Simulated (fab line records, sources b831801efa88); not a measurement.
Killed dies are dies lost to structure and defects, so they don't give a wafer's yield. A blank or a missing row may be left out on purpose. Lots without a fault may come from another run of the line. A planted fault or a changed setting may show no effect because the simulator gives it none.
Problem report in the 8D (eight disciplines) form, filled by code | flow sky130 | the parts of the form that need people (team, actions taken, sign-off) are left out

1. THE PROBLEM
LI_CONTACT_W_RS at SKY_LI_CONTACT_RS_MEAS_22 reads a mean of 0.266 ohm/sq on 6 wafers of 3 lots; wafers without a fault read 0.286 ohm/sq with a standard deviation of 0.003. That is -6.7 standard deviations from the usual mean.
The step: measures by four-point-probe.
First seen on wafer L643.1, day 34 03:26, on film_metro-01. The record holds 39 wafers of 13 lots with a number at this step. Rule for "out", or "out of limits": more than 4 standard deviations from the usual mean. The other wafers with a number count as sound.

2. WHAT IT IS AND WHAT IT IS NOT
question                    | is                                             | is not
which readings at this step | LI_CONTACT_W_RS                                | -
which lots                  | L643, L644, L645                               | L629, L630, L631, L632, L633, L634, L636, L639, L640, L642
which wafers of those lots  | L643.1, L643.4, L643.6, L644.4, L645.4, L645.6 | L644.3, L644.5, L645.3
read on which gauges        | film_metro-01                                  | film_metro-02, film_metro-03
when                        | from day 34 03:26                              | up to then (30 sound wafers); but 3 sound wafers of L644, L645 came after

3. SUSPECTS, AND WHAT RULES EACH OUT
Counting: a tool at a process step up to the reading stays a suspect if it ran every lot that is out. Sound lots after the first of them don't rule it out here, since some wafers of a struck lot are sound.
- the gauge at SKY_LI_CONTACT_RS_MEAS_22: kept. All the wafers that are out were read on film_metro-01, and no step on other tools shows them out.
- cvd_w-02 at SKY_LI_CONTACT_CVD_21 (deposits W, target thk 400 nm, time 120.56 s): kept. It ran every lot that is out, first L643 (day 34 03:19); its last sound lot up to then is L642 (day 33 17:53).
Left after counting: cvd_w-02 at SKY_LI_CONTACT_CVD_21, film_metro-01 at SKY_LI_CONTACT_RS_MEAS_22.

4. THE CAUSE (what the simulator had put in)
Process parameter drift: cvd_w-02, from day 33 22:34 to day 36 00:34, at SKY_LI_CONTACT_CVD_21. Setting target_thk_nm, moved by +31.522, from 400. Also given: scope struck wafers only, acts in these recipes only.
Counting left 2 suspects, and this tool is among them.

5. THE CHAIN OF EFFECTS, in route order
Each row: a reading whose mean over the struck wafers that have a number lies more than 3 standard deviations from the usual. Only readings for which the record gives a usual standard deviation are gone through. hours: the time from each lot's start at the first step in this table that gives one to its start at this step, as a median over the lots. sigmas: the change in usual standard deviations.
hours | step                       | reading          | usual        | on struck wafers | change | sigmas
0     | SKY_LI_CONTACT_RS_MEAS_22  | LI_CONTACT_W_RS  | 0.286 ohm/sq | 0.266            | -0.020 | -6.7
0     | SKY_LI_CONTACT_THK_MEAS_23 | LI_CONTACT_W_THK | 401 nm       | 437              | +36    | +4.7

6. WHAT WOULD HAVE CAUGHT IT SOONER
In this record the first reading out of limits at a measuring or inspecting step was taken at day 34 03:26, 5 hours after the fault began at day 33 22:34.
Of the tool readings at SKY_LI_CONTACT_CVD_21 for which the record gives a usual standard deviation, none was out on any struck wafer, so an alarm limit of 4 standard deviations on them would not have fired.
Of the lots that are out (3), L644, L645 began SKY_LI_CONTACT_CVD_21 on cvd_w-02 after day 34 03:26. A hold on the tool at that time would have spared those 2.
